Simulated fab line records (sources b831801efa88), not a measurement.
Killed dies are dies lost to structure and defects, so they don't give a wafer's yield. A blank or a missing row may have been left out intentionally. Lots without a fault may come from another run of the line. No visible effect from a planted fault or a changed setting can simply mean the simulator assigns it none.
Comparing a struck lot with a sound one | flow gf180mcu | 18 steps out of a route of 602
Sound: the wafers L988.2, L988.5, L988.6. Struck: wafers L979.3, L979.6. (L979.4 of the same lot was not struck and is left out.) The cause comes at the end.
Each step with rows lists, per side, the tool, then ch with its chambers, then its first start. Under that, the readings that differ: sound wafers | struck wafers | difference of the means | sigmas: that difference in standard deviations of wafers without a fault.
alike: a reading whose means differ by less than 2 such deviations, as well as words and numbers matching on both sides. not compared: withheld readings; readings where some wafer has no value; bounds like >300 that might hide an equal value; numbers whose values overlap and for which the record gives no deviation.
A row with sigmas, a row that says differs or no value, or rows on one side alone: a step with any of these is where the two part. Numbers that have no deviation but don't overlap get no sigmas and don't part them. Lack of a reading on every wafer of one side parts them only where that side has two or more wafers.

first, 3 steps without rows for these wafers: GF_V3_EXPOSE_11 (exposes mask Via3, target cd 260 nm); GF_V3_PEB_12 (peb time 90 s); GF_V3_DEVELOP_13 (develop time 60 s).
GF_V3_CD_MEAS_14: the cd target is 260 nm.
  sound on cd sem-02, day 28 13:22; struck on cd sem-02, day 25 21:13
  alike: cd nm
GF_V3_OVL_MEAS_15:
  sound on overlay-02, day 28 13:29; struck on overlay-01, day 25 21:19
  alike: V3_OVL
GF_V3_ETCH_16: etches BARC in N2/H2.
  sound on rie diel-03 ch 2,3, day 28 13:31; struck on rie diel-02 ch 1,2, day 25 21:20
  reading               | sound             | struck      | difference | sigmas
  oes product au (a.u.) | 0.854 0.852 0.863 | 0.846 0.847 | -0.010     | -2
  alike: drypump motor current A, throttle valve pct
GF_V3_ETCH_17: etches SiO2 in C4F8/O2/Ar, stops on TiN, target depth 635 nm.
  sound: rie diel-03 ch 2,3; struck: rie diel-02 ch 1,2
  reading               | sound             | struck      | difference | sigmas
  oes product au (a.u.) | 0.854 0.858 0.861 | 0.848 0.846 | -0.011     | -2
GF_V3_STRIP_18: strips in O2/N2.
  sound on plasma asher-02 ch 0,1, day 28 13:38; struck on plasma asher-04 ch 1, day 25 21:30
  reading                     | sound       | struck  | difference | sigmas
  drypump motor current A (A) | 6.5 6.5 6.1 | 5.1 5.1 | -1.3       | -2
  alike: heater power w, oes product au, platen temp c
  not compared: rf hours counter h
then, 3 steps without rows for these wafers: GF_V3_STRIP_19 (strips in post etch residue remover, time 1200 s); GF_V3_CLEAN_20 (cleans in DIW); GF_V3_SPUTTER_21 (material Ti, target thk 15 nm, time 80.02 s).
GF_V3_SPUTTER_22: material TiN, target thk 10 nm, time 40 s.
  sound on pvd sputter-03, day 28 14:14; struck on pvd sputter-02, day 25 22:04
  alike: throttle valve pct
GF_V3_CVD_23: deposits W, target thk 350 nm, time 104.9 s.
  sound on cvd w-02 ch 0,1, day 28 14:16; struck on cvd w-02 ch 1, day 25 22:09
  reading                          | sound             | struck    | difference | sigmas
  model.W_of_V3_CVD_23.thk nm (nm) | 347.4 348.8 346.1 | 482.5 484 | +135.8     |
  alike: heater power w
GF_V3_RS_MEAS_24: uses a four-point probe to measure.
  sound on film metro-04, day 28 14:24; struck on film metro-02, day 25 22:16
  reading          | sound             | struck      | difference | sigmas
  V3_W_RS (ohm/sq) | 0.329 0.328 0.331 | 0.237 0.236 | -0.093     | -23
GF_V3_THK_MEAS_25: measures by xrf.
  sound on film metro-04, day 28 14:31; struck on film metro-02, day 25 22:22
  reading       | sound       | struck  | difference | sigmas
  V3_W_THK (nm) | 341 344 344 | 472 477 | +132       | +26
GF_V3_CMP_26: polishes, stops on SiO2, t overpolish 15 s, target thk 0 nm.
  sound on cmp-01 ch 2,3, day 28 14:34; struck on cmp-02 ch 3, day 25 22:27
  reading                | sound    | struck  | difference | sigmas
  time to endpoint s (s) | 81 80 79 | 105 101 | +23        | +5
  alike: motor current A
GF_M4_SPUTTER_00: material Ti, target thk 37.5 nm, time 150 s.
  sound on pvd sputter-03, day 28 14:52; struck on pvd sputter-02, day 25 22:42
  alike: throttle valve pct
GF_PASSIVATION_PROBE_99:
  rows exist in the record for the sound wafers here (prober-02, day 34 05:01), none for the struck ones

## WHERE THEY PART
Last at GF_PASSIVATION_PROBE_99 as far as this record goes, first at GF_V3_ETCH_16.

WHY: what the simulator had put in
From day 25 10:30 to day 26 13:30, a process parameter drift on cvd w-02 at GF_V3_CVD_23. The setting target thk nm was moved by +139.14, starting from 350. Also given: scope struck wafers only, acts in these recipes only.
